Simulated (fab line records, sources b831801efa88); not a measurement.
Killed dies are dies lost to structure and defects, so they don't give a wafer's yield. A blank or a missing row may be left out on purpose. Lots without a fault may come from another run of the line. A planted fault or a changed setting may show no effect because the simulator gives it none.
Tool commonality check | flow gf180mcu | 11 lots, 33 wafers sampled

WHY IT WAS OPENED
At GF_STI_THK_MEAS_30 the reading STI_OXIDATION_02_THK is flagged on 2 of 11 lots. Wafers without a fault read 9.92 nm, standard deviation 0.19.
Rule: a lot is flagged when every wafer of it that has a number lies more than 4 standard deviations from that mean, or none has a number. The other lots count as sound.

lot  | measured    | on            | STI_OXIDATION_02_THK (nm), wafer by wafer | flag
L306 | day 2 07:18 | film_metro-02 | 9.84 10.15 10.05                          |
L307 | day 2 21:02 | film_metro-03 | 10.00 10.03 10.10                         |
L308 | day 3 01:26 | film_metro-02 | 10.24 10.17 10.15                         |
L309 | day 3 01:26 | film_metro-03 | 9.74 9.74 9.63                            |
L311 | day 3 11:05 | film_metro-04 | 10.08 9.98 10.08                          |
L316 | day 4 10:13 | film_metro-04 | 15.38 15.51 15.70                         | FLAGGED
L318 | day 4 23:04 | film_metro-03 | 15.15 15.27 15.26                         | FLAGGED
L320 | day 5 11:13 | film_metro-04 | 10.06 9.97 9.91                           |
L321 | day 5 14:02 | film_metro-04 | 10.00 10.14 9.90                          |
L325 | day 6 12:32 | film_metro-04 | 10.23 10.31 9.98                          |
L329 | day 7 03:21 | film_metro-04 | 9.94 9.91 10.02                           |
The numbers of the flagged lots are 15.38 nm on average: +5.46 nm against the usual, or +29 standard deviations.

WHICH TOOL RAN EACH LOT
The record holds 1 process step before the reading, out of a route of 602 steps. In each cell: the tool, then ch and the chambers that the sampled wafers went through, then the start.
lot  | flag    | GF_STI_OXIDATION_29
L306 |         | furnace-01 ch 0, day 2 05:53
L307 |         | furnace-01 ch 0, day 2 19:37
L308 |         | furnace-02 ch 0, day 3 00:02
L309 |         | furnace-02 ch 0, day 3 00:02
L311 |         | furnace-02 ch 0, day 3 09:41
L316 | FLAGGED | furnace-01 ch 0, day 4 08:48
L318 | FLAGGED | furnace-01 ch 0, day 4 21:40
L320 |         | furnace-02 ch 0, day 5 09:50
L321 |         | furnace-02 ch 0, day 5 12:37
L325 |         | furnace-02 ch 0, day 6 11:08
L329 |         | furnace-02 ch 0, day 7 01:57
What these steps do:
- GF_STI_OXIDATION_29: stabilise 600 s, purge 300 s, target thk 10 nm.
- GF_STI_THK_MEAS_30

FLAGGED OVER TOTAL, TOOL BY TOOL (the gauges that took the reading come last)
step                | tool          | lots run | flagged | share of the flagged lots | sound lots run after its first flagged lot
GF_STI_OXIDATION_29 | furnace-01    | 4        | 2       | all                       | 0
GF_STI_OXIDATION_29 | furnace-02    | 7        | 0       | none                      | -
GF_STI_THK_MEAS_30  | film_metro-02 | 2        | 0       | none                      | -
GF_STI_THK_MEAS_30  | film_metro-03 | 3        | 1       | some                      | 0
GF_STI_THK_MEAS_30  | film_metro-04 | 6        | 1       | some                      | 4 (L320,L321,L325,L329)

WHAT THE TABLE ALLOWS
1 row of the table ran every flagged lot: furnace-01 at GF_STI_OXIDATION_29.
- furnace-01 at GF_STI_OXIDATION_29: 2 of its 4 lots flagged. Its last sound lot is L307 (day 2 19:37), its first flagged lot L316 (day 4 08:48): a fault that began between those two fits.
One tool is left: furnace-01 at GF_STI_OXIDATION_29.

WHAT THE SIMULATOR HAD PUT IN
Process parameter drift: furnace-01, from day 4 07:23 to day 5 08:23, at GF_STI_OXIDATION_29. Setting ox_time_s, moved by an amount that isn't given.
Lots struck among those shown: L316, L318. The rule above found the same.
